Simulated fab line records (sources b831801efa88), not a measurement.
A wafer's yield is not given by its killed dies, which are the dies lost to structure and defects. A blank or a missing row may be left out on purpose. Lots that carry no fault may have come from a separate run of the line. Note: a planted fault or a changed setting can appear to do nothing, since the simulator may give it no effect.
Chamber matching	flow sky130	rie_diel-01 running SKY_VIA4_ETCH_12: 4 sister chambers
The step etches SiO2 in C4F8/O2/Ar, stops on TiN, target depth 580 nm. 4 wafers are shown with their chamber, then 8 later ones without.

EACH WAFER AND ITS CHAMBER
wafer	chamber	oes_product_au (a.u.)
L360.4	1	0.930
L367.4	3	0.927
L367.6	0	0.923
L371.1	2	0.928

WAFERS WITH NO CHAMBER GIVEN
wafer	oes_product_au (a.u.)
L371.3	0.919
L371.6	0.918
L374.2	0.922
L374.3	0.922
L374.4	0.922
L376.1	0.933
L376.4	0.928
L376.6	0.922

THE CHAMBER EACH PASSED THROUGH
wafer	from the rows above	in truth
L371.3	can't be placed: 0 or 3 or 2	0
L371.6	can't be placed: 0 or 3 or 2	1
L374.2	can't be placed: 0 or 3 or 2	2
L374.3	can't be placed: 0 or 3 or 2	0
L374.4	can't be placed: 0 or 3 or 2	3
L376.1	can't be placed: 1 or 2 or 3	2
L376.4	can't be placed: 2 or 3 or 1 or 0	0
L376.6	can't be placed: 0 or 3 or 2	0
Correctly placed: 0 of 8. Unplaceable from these rows: 8, with the true chamber sitting among the candidates in 7. Wrongly placed: 0.
How it was worked out, from the rows above alone: a wafer's distance from a chamber is the root of the sum, over the readings, of the square of ((its reading less the chamber's mean) divided by the reading's scatter). If the next closest chamber is less than 2 further off than the closest, the wafer can't be placed; otherwise it belongs to the closest. Each chamber's mean is taken over the wafers shown for it. The scatter (one wafer shown for each chamber): square how far every hidden wafer sits from the nearest shown wafer, average those squares and take the square root.
